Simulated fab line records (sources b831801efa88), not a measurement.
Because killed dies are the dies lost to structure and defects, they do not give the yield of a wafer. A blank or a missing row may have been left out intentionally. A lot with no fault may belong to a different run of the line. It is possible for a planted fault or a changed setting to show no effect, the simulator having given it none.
Which tool did it? | flow gf180mcu | Sampling: 13 lots, 39 wafers, 2 of 602 route steps

WHAT THE GAUGES SHOWED, per wafer
GF_PASSIVATION_THK_MEAS_01. Usual: PASSIVATION_CVD_00_THK typically reads 1009 nm, with standard deviation 18.
lot  | measured     | on            | PASSIVATION_CVD_00_THK (nm) | flag
L610 | day 28 12:52 | film metro-02 | 1003 1034 1016              |
L611 | day 28 22:36 | film metro-03 | 956 985 984                 |
L615 | day 30 05:20 | film metro-03 | 1012 995 1025               |
L616 | day 30 19:37 | film metro-02 | 1017 1010 1034              |
L617 | day 31 02:20 | film metro-02 | 993 1011 1015               |
L619 | day 31 13:37 | film metro-02 | 1032 1021 1027              |
L620 | day 31 20:36 | film metro-03 | 996 991 1020                |
L621 | day 31 23:42 | film metro-02 | 1012 996 1012               |
L627 | day 33 11:05 | film metro-03 | 1000 1002 1017              |
L629 | day 33 19:26 | film metro-03 | 1009 988 1004               |
L631 | day 34 09:37 | film metro-03 | 998 1023 1024               |
L632 | day 34 21:00 | film metro-04 | 1016 1028 1029              |
L633 | day 35 00:19 | film metro-04 | 1003 1016 1024              |

WHICH TOOL RAN EACH LOT (tool, then ch and the chambers of the sampled wafers, then the start)
lot  | GF_M4_SPUTTER_01
L610 | pvd sputter-01, day 22 16:29
L611 | pvd sputter-02, day 23 04:44
L615 | pvd sputter-03, day 24 15:15
L616 | pvd sputter-02, day 25 08:16
L617 | pvd sputter-01, day 25 15:13
L619 | pvd sputter-02, day 26 06:12
L620 | pvd sputter-02, day 26 13:34
L621 | pvd sputter-02, day 26 18:55
L627 | pvd sputter-01, day 28 13:37
L629 | pvd sputter-01, day 29 01:37
L631 | pvd sputter-01, day 29 17:52
L632 | pvd sputter-02, day 30 05:59
L633 | pvd sputter-02, day 30 12:07
- GF_M4_SPUTTER_01: material TiN, target thk 30 nm, time 25 s.

WHAT THE TOOLS THEMSELVES READ (means of the sampled wafers that have a number; where no wafer has one, the mark that the record gives instead)
GF_M4_SPUTTER_01. Usual: throttle valve pct reads 30.4 % (standard deviation 0.97).
lot  | tool           | throttle valve pct (%) | flag
L610 | pvd sputter-01 | 30.5                   |
L611 | pvd sputter-02 | 30.7                   |
L615 | pvd sputter-03 | 30.8                   |
L616 | pvd sputter-02 | 30.7                   |
L617 | pvd sputter-01 | 30.8                   |
L619 | pvd sputter-02 | 30.7                   |
L620 | pvd sputter-02 | 30.7                   |
L621 | pvd sputter-02 | 29.9                   |
L627 | pvd sputter-01 | 30.5                   |
L629 | pvd sputter-01 | 31.1                   |
L631 | pvd sputter-01 | 31.1                   |
L632 | pvd sputter-02 | 29.1                   |
L633 | pvd sputter-02 | 30.0                   |

THE ANSWER, worked out from the rows above alone
Rule: a lot counts as off when the mean over its wafers that have a number is more than 3 standard deviations away from the usual mean. A lot without any number at a reading at which 4 lots or more have one is off too. Where the step has rows for the other lots, those lots are counted as sound. The gauges are gone through in route order, then the tools' own readings, and for those a lot's mean is taken as printed above. At the first step where some lot is off, the reading lying furthest off is the one used; lots without a number count as furthest.
Nothing can be told from this: no lot is off at any reading shown.

WHAT THE SIMULATOR HAD PUT IN
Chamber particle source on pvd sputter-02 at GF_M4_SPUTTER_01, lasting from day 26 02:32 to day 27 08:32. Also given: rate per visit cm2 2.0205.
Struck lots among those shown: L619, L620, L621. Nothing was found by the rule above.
